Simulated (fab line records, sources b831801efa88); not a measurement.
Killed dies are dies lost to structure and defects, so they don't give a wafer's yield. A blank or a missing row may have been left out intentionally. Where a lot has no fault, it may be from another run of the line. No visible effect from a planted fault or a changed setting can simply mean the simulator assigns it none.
fab line records | flow sky130 | part 2 of 2: steps 44 to 44 of 44
record lots=6 wafers=18 last-day=50
route steps=708 shown VIA3@591 METAL4@598 CAP2M@603 PAD_OPEN@708
lots that met no fault: from a run of the same line without faults
start-h: start of the lot's first displayed wafer, in hours after the record's first day | wait-h: time in hours since the lot's previous step | " identical to the entry in the row above | L1.1+2: one row covering several wafers at once | - no value present, or no start provided | * or withheld: withheld | < > ~ a bound
route shown NAME@n: NAME is a module with steps in the file, n the number in the route of the first one | usual: average and standard deviation across the fault-free wafers | same: alike in all rows | chamber/n: place in a boat | sites: each site's reading | _std_site: standard deviation across them | _edge_site: outer sites' mean less inner sites' | radius-mm: how far each site lies from the wafer's centre | mask NAME#n: copy n | behind: the tool/chamber that last shaped the wafer | hold: why the lot was held/for how many hours/how that ended | device: the n, p or np transistor that did not switch | end of line: the same wafers' tests at the end of the route | step lacking rows: just its recipe | killed: dies lost to structure and defects at the first sort, not the wafer's yield | map: a wafer's dies, marking killed ones x, the rest . and places with no die _
set.NAME: the setting as run; set.NAME@STEP: as run at that earlier step | model.NAME: the simulator's own value behind a step, which no gauge read
lots seen at some steps along the route; tables by step, rows by wafer
services: when a tool's chamber went out of use (start-h, in hours from the record's first day, below 0 if earlier), for how many hours, and the reason
## steps
# step SKY_PAD_OPEN_PROBE_99
# usual defect-limited-yield=82.7/1.9 killed_at_M0_to_M3=43/7.3 killed_at_M4_up=3.1/1.7 killed-at-contacts=25/5.3 killed-at-front-end=14/4.1 killed-at-other=0.3/0.56 killed-dies=85/9.4 killed-open=46/7.4 killed-short=38/5.8
# same gross-dies=492 killed-at-back-side=0
# columns lot.wafer tool chamber start-h wait-h defect-limited-yield[%] killed_at_M0_to_M3 killed_at_M4_up killed-at-contacts killed-at-front-end killed-at-other killed-dies killed-open killed-short model.etest.tester.sort-n-pass model.etest.tester.sort-yield-pct model.etest.tester.sort_bin_5_pct model.etest.cap-mim2.bv-v model.etest.cap-mim2.leak-log10-a-cm2 model.etest.cap-mim2.c-ff-um2 model.etest.tester.sort_bin_8_pct model.etest.tester.sort_bin_4_pct
L171.1 prober-02 - 1109.55 0.1 85.0 33 3 26 11 1 74 41 32 418 84.96 9.146 13.7 -8.957 2.324 0 0
L171.3 prober-02 - 1109.65 0.2 82.1 57 3 19 9 0 88 51 37 404 82.11 9.146 13.21 -8.812 2.404 0 0
L171.5 prober-02 - 1109.75 0.2 80.5 39 4 36 16 1 96 48 47 396 80.49 12.4 13.89 -9.158 2.321 0 0
L173.1 prober-02 - 1121.75 0.1 82.7 41 3 22 18 1 85 41 44 407 82.72 8.74 13.94 -8.907 2.344 0 0
L173.2 prober-02 - 1121.80 0.1 83.1 45 2 24 12 0 83 47 35 409 83.13 10.16 14.23 -9.104 2.322 0 0
L173.3 prober-02 - 1121.85 0.2 84.1 47 2 17 12 0 78 45 32 414 84.15 9.35 14.02 -8.904 2.353 0 0
L177.1 prober-02 - 1145.20 0.1 83.3 42 6 20 14 0 82 44 37 410 83.33 10.37 13.45 -8.83 2.307 0 0
L177.2 prober-02 - 1145.25 0.1 83.1 49 6 13 15 0 83 41 42 0 0 92.28 20.29 -10.13 1.614 6.668e-12 9.26e-15
L177.5 prober-02 - 1145.40 0.2 82.9 42 2 31 8 1 84 41 42 408 82.93 11.59 14.51 -9.076 2.324 0 0
L180.2 prober-01 - 1161.71 0.1 84.6 36 5 22 12 1 76 38 38 11 2.236 89.84 19.57 -10.23 1.648 1.669e-08 0
L180.5 prober-01 - 1161.86 0.2 84.1 37 4 23 14 0 78 46 32 414 84.15 9.146 14.04 -8.899 2.405 0 0
L180.6 prober-01 - 1161.91 0.2 81.3 49 2 29 12 0 92 49 43 2 0.4065 91.67 20.27 -10.24 1.628 4.533e-07 0
L185.3 prober-02 - 1181.58 0.2 81.3 46 0 29 17 0 92 57 35 400 81.3 11.59 13.6 -8.93 2.393 0 0
L185.5 prober-02 - 1181.68 0.2 82.9 33 3 32 16 0 84 42 42 408 82.93 10.16 14.49 -8.998 2.33 0 0
L185.6 prober-02 - 1181.73 0.2 79.1 48 1 36 18 0 103 68 35 389 79.06 11.79 13.96 -9.159 2.325 0 0
L187.1 prober-01 - 1195.64 0.1 79.3 54 2 26 19 1 102 59 43 390 79.27 11.18 13.68 -8.959 2.37 0 0
L187.5 prober-01 - 1195.84 0.2 83.7 43 3 26 8 0 80 45 35 412 83.74 8.943 14.21 -8.94 2.32 0 0
L187.6 prober-01 - 1195.89 0.2 85.0 45 1 15 13 0 74 36 38 418 84.96 9.756 13.72 -8.975 2.337 0 0
# killed by level:class
L171.1 CONTACT:geometric-particle:open=11 VIA1:geometric-particle:open=8 LI_CONTACT:geometric-particle:open=6 CONTACT:geometric-particle:short=6 METAL1:geometric-particle:short=5 VIA3:geometric-particle:open=5 VIA1:geometric-particle:short=5 METAL4:geometric-particle:short=3
L171.3 VIA1:geometric-particle:open=11 VIA2:geometric-particle:open=9 VIA3:geometric-particle:open=8 LI_CONTACT:geometric-particle:open=6 CONTACT:geometric-particle:short=6 METAL3:geometric-particle:short=6 METAL1:geometric-particle:short=5 METAL1:geometric-particle:open=5
L171.5 VIA1:geometric-particle:open=13 CONTACT:geometric-particle:open=11 CONTACT:geometric-particle:short=8 LI_CONTACT:geometric-particle:open=6 VIA3:geometric-particle:open=5 LI_CONTACT:geometric-particle:short=5 LOCAL_INTERCONNECT:geometric-particle:short=5 METAL2:geometric-particle:short=5
L173.1 FIELD_ISO:geometric-particle:open=8 LI_CONTACT:geometric-particle:open=7 FIELD_ISO:geometric-particle:short=6 LOCAL_INTERCONNECT:geometric-particle:short=6 METAL1:geometric-particle:short=6 VIA1:geometric-particle:short=6 VIA1:geometric-particle:open=6 CONTACT:geometric-particle:short=5
L173.2 VIA3:geometric-particle:open=9 VIA1:geometric-particle:open=8 FIELD_ISO:geometric-particle:open=6 CONTACT:geometric-particle:open=6 VIA1:geometric-particle:short=6 LI_CONTACT:geometric-particle:open=5 LOCAL_INTERCONNECT:geometric-particle:short=5 METAL3:geometric-particle:short=4
L173.3 VIA1:geometric-particle:open=10 VIA3:geometric-particle:open=8 LI_CONTACT:geometric-particle:open=6 CONTACT:geometric-particle:short=6 VIA2:geometric-particle:open=6 METAL2:geometric-particle:short=5 FIELD_ISO:geometric-particle:short=4 METAL1:geometric-particle:short=4
L177.1 VIA1:geometric-particle:open=10 VIA3:geometric-particle:open=9 VIA1:geometric-particle:short=7 VIA2:geometric-particle:open=6 POLY_GATE:geometric-particle:short=6 LI_CONTACT:geometric-particle:open=6 METAL1:geometric-particle:short=5 LOCAL_INTERCONNECT:geometric-particle:short=5
L177.2 VIA1:geometric-particle:short=10 VIA2:geometric-particle:open=9 VIA1:geometric-particle:open=8 POLY_GATE:geometric-particle:short=7 VIA3:geometric-particle:open=6 METAL1:geometric-particle:short=6 LI_CONTACT:geometric-particle:open=5 CONTACT:geometric-particle:short=4
L177.5 CONTACT:geometric-particle:open=12 VIA3:geometric-particle:short=7 LI_CONTACT:geometric-particle:open=6 VIA1:geometric-particle:short=6 VIA3:geometric-particle:open=6 CONTACT:geometric-particle:short=5 LI_CONTACT:geometric-particle:short=4 LOCAL_INTERCONNECT:geometric-particle:short=4
L180.2 CONTACT:geometric-particle:open=11 LOCAL_INTERCONNECT:geometric-particle:short=6 VIA1:geometric-particle:open=6 VIA2:geometric-particle:open=5 VIA3:geometric-particle:open=5 METAL3:geometric-particle:short=4 VIA1:geometric-particle:short=4 FIELD_ISO:geometric-particle:open=3
L180.5 VIA1:geometric-particle:open=8 CONTACT:geometric-particle:open=7 LI_CONTACT:geometric-particle:open=6 FIELD_ISO:geometric-particle:open=5 VIA2:geometric-particle:open=5 METAL2:geometric-particle:open=5 POLY_GATE:geometric-particle:open=4 LOCAL_INTERCONNECT:geometric-particle:short=4
L180.6 VIA1:geometric-particle:open=12 CONTACT:geometric-particle:open=10 METAL2:geometric-particle:short=8 FIELD_ISO:geometric-particle:open=7 CONTACT:geometric-particle:short=7 LI_CONTACT:geometric-particle:open=6 VIA1:geometric-particle:short=6 VIA2:geometric-particle:short=5
L185.3 VIA2:geometric-particle:open=11 CONTACT:geometric-particle:open=11 VIA3:geometric-particle:open=9 VIA1:geometric-particle:open=8 LI_CONTACT:geometric-particle:open=8 POLY_GATE:geometric-particle:short=7 POLY_GATE:geometric-particle:open=5 METAL1:geometric-particle:short=5
L185.5 CONTACT:geometric-particle:short=9 CONTACT:geometric-particle:open=9 LI_CONTACT:geometric-particle:open=7 VIA3:geometric-particle:open=6 VIA1:geometric-particle:open=6 METAL2:geometric-particle:short=6 FIELD_ISO:geometric-particle:short=4 METAL1:geometric-particle:short=4
L185.6 CONTACT:geometric-particle:open=18 VIA2:geometric-particle:open=13 VIA1:geometric-particle:open=9 LI_CONTACT:geometric-particle:open=8 METAL2:geometric-particle:short=8 FIELD_ISO:geometric-particle:open=7 VIA3:geometric-particle:short=5 METAL1:geometric-particle:short=4
L187.1 VIA1:geometric-particle:open=17 CONTACT:geometric-particle:open=11 LI_CONTACT:geometric-particle:open=8 VIA2:geometric-particle:short=8 FIELD_ISO:geometric-particle:open=7 FIELD_ISO:geometric-particle:short=6 VIA2:geometric-particle:open=6 METAL1:geometric-particle:short=5
L187.5 CONTACT:geometric-particle:open=15 METAL1:geometric-particle:short=8 VIA1:geometric-particle:open=7 METAL2:geometric-particle:short=7 VIA3:geometric-particle:open=6 VIA1:geometric-particle:short=5 LI_CONTACT:geometric-particle:open=4 VIA2:geometric-particle:open=4
L187.6 VIA1:geometric-particle:open=9 METAL1:geometric-particle:short=8 VIA2:geometric-particle:open=7 CONTACT:geometric-particle:open=6 CONTACT:geometric-particle:short=5 VIA3:geometric-particle:short=5 FIELD_ISO:geometric-particle:open=4 METAL2:geometric-particle:short=4
## services
# columns tool chamber start-h hours kind
rie-metal-03 0 949.59 1.5 repair
cmp-01 - 951.11 1.2 repair
pecvd-04 - 956.31 3.9 repair
rie-metal-03 - 959.00 2.8 pm
pvd-sputter-01 - 964.88 5.1 repair
pvd-sputter-01 - 975.40 0.6 repair
pecvd-04 - 975.62 5.5 pm
rie-metal-04 - 980.25 7.6 repair
pecvd-04 - 981.08 2.8 pm
pecvd-02 0 983.71 7.7 repair
pecvd-04 - 984.36 10.2 repair
pvd-sputter-01 - 992.24 2.5 repair
pecvd-04 1 1006.50 6.4 repair
pvd-sputter-01 - 1015.50 1.3 repair
cmp-01 - 1017.35 0.9 repair
rie-metal-02 - 1019.13 0.2 repair
pecvd-01 2 1036.21 8.3 repair
cmp-01 - 1052.90 5.4 repair
pecvd-01 - 1056.18 0.5 repair
pecvd-01 - 1070.27 14.6 pm
cmp-01 - 1084.11 4.0 pm
pvd-sputter-01 - 1089.25 4.3 repair
cmp-01 - 1093.94 9.8 pm
pecvd-02 - 1117.63 2.8 pm
## key
first-sign step=SKY_CAP2M_THK_MEAS_01 reading=CAP2M_CVD_00_THK direction=up sigmas=31 usual=15.55 struck=22.25
effect step=SKY_METAL4_ETCH_17 reading=oes-product-au direction=up sigmas=22 usual=0.756 struck=0.920
model-effect step=SKY_CAP2M_CVD_00 value=SiO2_of_CAP2M_CVD_00.thk-nm without=15.51 struck=22.26
model-effect step=SKY_METAL4_ETCH_17 value=etch.depth-nm without=15.51 struck=22.26
model-effect step=SKY_PAD_OPEN_PROBE_99 value=etest.tester.sort-n-pass without=408.3 struck=4.333
met-at SKY_CAP2M_CVD_00
struck-wafers L177.2,L180.2,L180.6
onset-between 983.49 1012.95
fault kind=process-parameter-drift tool=pecvd-02 chamber=- onset-h=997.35 steps=SKY_CAP2M_CVD_00 channel=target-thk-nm offset=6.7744 shape=step end-h=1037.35 scope=struck-wafers-only acts-in=these-recipes-only stated=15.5
